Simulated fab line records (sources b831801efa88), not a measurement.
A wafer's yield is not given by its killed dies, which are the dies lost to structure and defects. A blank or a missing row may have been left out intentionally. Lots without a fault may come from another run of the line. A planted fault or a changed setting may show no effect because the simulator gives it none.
Matching of chambers | flow sky130 | 4 sister chambers for SKY_PAD_OPEN_ETCH_07 on rieDiel-01
The step etches the open film in CF4/O2, stops on AlCu, target depth 725 nm, time 161.1 s. 8 wafers are shown with their chamber, then 8 later ones without.

WAFERS, EACH WITH ITS CHAMBER
wafer  | chamber | throttleValvePct (%) | oesProductAu (a.u.)
L083.1 | 3       | 5.967                | 0.976
L083.3 | 2       | 5.980                | 0.973
L086.2 | 2       | 5.975                | 0.972
L086.6 | 3       | 5.966                | 0.970
L089.4 | 1       | 5.966                | 0.972
L089.5 | 1       | 5.972                | 0.978
L089.6 | 0       | 5.963                | 0.975
L093.1 | 0       | 5.968                | 0.980

WAFERS MISSING THEIR CHAMBER
wafer  | throttleValvePct (%) | oesProductAu (a.u.)
L093.3 | 5.958                | 0.966
L093.4 | 5.965                | 0.978
L094.3 | 5.977                | 0.974
L094.4 | 5.969                | 0.989
L094.6 | 5.954                | 0.984
L097.2 | 5.960                | 0.978
L097.3 | 5.957                | 0.988
L097.6 | 5.960                | 0.980

THE CHAMBER EACH PASSED THROUGH
wafer  | from the rows above               | in truth
L093.3 | can't be placed: 3 or 0 or 1      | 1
L093.4 | can't be placed: 0 or 1 or 3      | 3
L094.3 | can't be placed: 2 or 1           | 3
L094.4 | can't be placed: 0 or 1 or 3 or 2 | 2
L094.6 | can't be placed: 0 or 3 or 1      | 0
L097.2 | can't be placed: 0 or 3 or 1      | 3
L097.3 | can't be placed: 0 or 3 or 1      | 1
L097.6 | can't be placed: 0 or 3 or 1      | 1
Correctly placed: 0 of 8. Unplaceable from these rows: 8, with the true chamber sitting among the candidates in 7. Number placed wrongly: 0.
How it was worked out, from the rows above alone: a wafer's distance from a chamber is the root of the sum, over the readings, of the square of ((its reading less the chamber's mean) divided by the reading's scatter). If the next closest chamber is less than 2 further off than the closest, the wafer can't be placed; otherwise it belongs to the closest. For every chamber, the mean is computed from those of its wafers that are shown. How the scatter is found: for the shown wafers, subtract from each reading the mean of its chamber, square and add these, divide the total by (wafers less chambers), then take the root.
